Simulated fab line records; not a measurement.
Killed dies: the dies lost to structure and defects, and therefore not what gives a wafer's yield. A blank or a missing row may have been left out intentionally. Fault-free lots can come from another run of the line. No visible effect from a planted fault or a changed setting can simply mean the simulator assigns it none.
What tool caused it? | flow sky130 | Sampling: 15 lots, 45 wafers, 3 of 708 route steps

== WHAT EACH GAUGE READ, for each wafer ==
SKY_VT_ADJUST_HVTP_CD_MEAS_07 targets a cd of 380 nm. Usual: cd_nm at 379.3 nm, with a standard deviation of 2.2.
lot  | measured     | on        | cd_nm (nm)        | flag
L553 | day 6 13:28  | cd_sem-02 | 378.3 377.3 378.3 |
L554 | day 6 15:32  | cd_sem-02 | 375.7 375.0 373.3 |
L556 | day 7 04:40  | cd_sem-01 | 379.3 380.7 380.2 |
L557 | day 7 13:29  | cd_sem-02 | 378.2 379.1 379.1 |
L558 | day 7 19:15  | cd_sem-01 | 381.3 378.2 377.7 |
L559 | day 8 02:39  | cd_sem-01 | 379.2 380.0 380.5 |
L561 | day 8 18:14  | cd_sem-02 | 378.9 377.1 380.7 |
L566 | day 9 19:25  | cd_sem-01 | 380.6 379.0 380.1 |
L567 | day 9 23:39  | cd_sem-02 | 380.5 378.9 381.1 |
L569 | day 10 09:59 | cd_sem-02 | 381.6 380.0 380.1 |
L570 | day 10 16:34 | cd_sem-01 | 379.4 376.8 378.3 |
L571 | day 10 22:11 | cd_sem-01 | 378.4 378.7 376.6 |
L573 | day 11 10:58 | cd_sem-01 | 378.4 378.6 378.8 |
L574 | day 11 20:55 | cd_sem-02 | 380.8 380.9 380.1 |
L575 | day 12 06:56 | cd_sem-02 | 379.5 378.1 376.4 |

SKY_VT_ADJUST_HVTP_TW_MEAS_11. Usual: VT_ADJUST_HVTP_TW typically reads 1382, with standard deviation 8.2.
lot  | measured     | on            | VT_ADJUST_HVTP_TW | flag
L553 | day 6 13:52  | film_metro-02 | 1389 1386 1382    |
L554 | day 6 15:55  | film_metro-04 | 1377 1381 1377    |
L556 | day 7 05:04  | film_metro-02 | 1388 1380 1376    |
L557 | day 7 13:53  | film_metro-03 | 1373 1385 1388    |
L558 | day 7 19:38  | film_metro-04 | 1363 1364 1372    |
L559 | day 8 03:02  | film_metro-02 | 1406 1395 1396    |
L561 | day 8 18:37  | film_metro-02 | 1401 1394 1398    |
L566 | day 9 19:49  | film_metro-04 | 1379 1385 1378    |
L567 | day 10 00:02 | film_metro-03 | 1382 1383 1379    |
L569 | day 10 10:23 | film_metro-03 | 1386 1382 1383    |
L570 | day 10 16:58 | film_metro-04 | 1376 1370 1383    |
L571 | day 10 22:35 | film_metro-02 | 1386 1373 1377    |
L573 | day 11 11:22 | film_metro-03 | 1381 1382 1379    |
L574 | day 11 21:19 | film_metro-02 | 1380 1377 1375    |
L575 | day 12 07:20 | film_metro-03 | 1371 1380 1371    |

== EACH LOT AND THE TOOL THAT RAN IT (in order: tool; ch and the chambers of the sampled wafers; start) ==
lot  | SKY_VT_ADJUST_HVTP_STRIP_10
L553 | plasma_asher-04 ch 0,1, day 6 13:46
L554 | plasma_asher-02 ch 0,1, day 6 15:49
L556 | plasma_asher-02 ch 0,1, day 7 04:58
L557 | plasma_asher-03 ch 0,1, day 7 13:47
L558 | plasma_asher-03 ch 0,1, day 7 19:33
L559 | plasma_asher-03 ch 0,1, day 8 02:56
L561 | plasma_asher-02 ch 0,1, day 8 18:31
L566 | plasma_asher-02 ch 0,1, day 9 19:43
L567 | plasma_asher-02 ch 0,1, day 9 23:57
L569 | plasma_asher-04 ch 0, day 10 10:17
L570 | plasma_asher-04 ch 0,1, day 10 16:52
L571 | plasma_asher-02 ch 0,1, day 10 22:29
L573 | plasma_asher-03 ch 0,1, day 11 11:16
L574 | plasma_asher-02 ch 0,1, day 11 21:13
L575 | plasma_asher-02 ch 0,1, day 12 07:14
- SKY_VT_ADJUST_HVTP_STRIP_10: strips in O2/N2.

== AS READ BY THE TOOLS THEMSELVES (means over the sampled wafers that have a number; for cases with no such wafer, the mark the record gives instead) ==
SKY_VT_ADJUST_HVTP_STRIP_10. Usual: drypump_motor_current_A 6.0 A, standard deviation 0.31; n2_flow_sccm 300.2 sccm, standard deviation 0.89; oes_product_au 0.716 a.u., standard deviation 0.0044; strip_time_to_endpoint_s 14.17 s, standard deviation 0.042.
lot  | tool            | drypump_motor_current_A (A) | n2_flow_sccm (sccm) | oes_product_au (a.u.) | strip_time_to_endpoint_s (s) | flag
L553 | plasma_asher-04 | 5.7                         | 298.6               | 0.717                 | 14.18                        |
L554 | plasma_asher-02 | 6.1                         | 300.0               | 0.719                 | 14.17                        |
L556 | plasma_asher-02 | 6.2                         | 299.8               | 0.718                 | 14.24                        |
L557 | plasma_asher-03 | 6.1                         | 300.7               | 0.714                 | 14.19                        |
L558 | plasma_asher-03 | 6.1                         | 300.4               | 0.719                 | 14.14                        |
L559 | plasma_asher-03 | 6.1                         | 300.2               | 0.712                 | 14.18                        |
L561 | plasma_asher-02 | 6.2                         | 300.3               | 0.713                 | 14.22                        |
L566 | plasma_asher-02 | 6.2                         | 300.2               | 0.714                 | 14.09                        |
L567 | plasma_asher-02 | 6.1                         | 300.0               | 0.719                 | 14.13                        |
L569 | plasma_asher-04 | 5.9                         | 300.6               | 0.716                 | 14.13                        |
L570 | plasma_asher-04 | 5.7                         | 300.6               | 0.713                 | 14.19                        |
L571 | plasma_asher-02 | 6.2                         | 300.7               | 0.719                 | 14.20                        |
L573 | plasma_asher-03 | 5.8                         | 300.2               | 0.716                 | 14.23                        |
L574 | plasma_asher-02 | 6.1                         | 300.9               | 0.716                 | 14.18                        |
L575 | plasma_asher-02 | 6.1                         | 300.1               | 0.715                 | 14.16                        |

== THE ANSWER, worked out from the rows above alone ==
Rule: a lot is off if the mean of its wafers that have a number lies more than 3 standard deviations from the usual mean. A lot without any number at a reading at which 4 lots or more have one is off too. The other lots that the step has rows for count as sound. The gauges are gone through in route order, then the tools' own readings, and for those a lot's mean is taken as printed above. At the first step where some lot is off, the reading lying furthest off is the one used; lots without a number count as furthest.
Across all readings shown, no lot is off: no conclusion can be drawn from this.

== WHAT THE SIMULATOR HAD PUT IN ==
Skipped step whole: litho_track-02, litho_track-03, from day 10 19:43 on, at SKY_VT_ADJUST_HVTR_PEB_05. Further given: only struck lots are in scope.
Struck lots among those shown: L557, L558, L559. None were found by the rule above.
